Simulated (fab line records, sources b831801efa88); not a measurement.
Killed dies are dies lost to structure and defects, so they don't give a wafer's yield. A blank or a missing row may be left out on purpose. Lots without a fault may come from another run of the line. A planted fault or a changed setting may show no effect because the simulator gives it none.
Chamber matching | flow gf180mcu | GF_CONTACT_CMP_04 on cmp-01: 4 sister chambers
The step polishes SiO2. 4 wafers are shown with their chamber, then 7 later ones without.

WAFERS WITH THEIR CHAMBER
wafer  | chamber | motor_current_A (A)
L166.3 | 3       | 11.2
L166.5 | 0       | 12.3
L166.6 | 1       | 12.5
L167.2 | 2       | 11.7

WAFERS WITHOUT THEIR CHAMBER
wafer  | motor_current_A (A)
L167.5 | 12.7
L176.1 | 13.3
L176.3 | 12.1
L176.4 | 12.3
L177.2 | 12.6
L177.3 | 10.3
L177.5 | 13.1

WHICH CHAMBER EACH WENT THROUGH
wafer  | from the rows above               | in truth
L167.5 | can't be placed: 1 or 0 or 2      | 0
L176.1 | can't be placed: 1 or 0 or 2      | 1
L176.3 | can't be placed: 0 or 1 or 2 or 3 | 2
L176.4 | can't be placed: 0 or 1 or 2      | 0
L177.2 | can't be placed: 1 or 0 or 2      | 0
L177.3 | can't be placed: 3 or 2           | 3
L177.5 | can't be placed: 1 or 0 or 2      | 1
Placed correctly: 0 of 7. Can't be placed from these rows: 7 (the true chamber is among the candidates in 7). Placed wrongly: 0.
How it was worked out, from the rows above alone: a wafer's distance from a chamber is the root of the sum, over the readings, of the square of ((its reading less the chamber's mean) divided by the reading's scatter). The wafer belongs to the nearest chamber; if the next one is less than 2 further off, it can't be placed. A chamber's mean is the mean of its shown wafers. The scatter: with one shown wafer a chamber, the root of the mean of the squares of how far each hidden wafer lies from its nearest shown one.
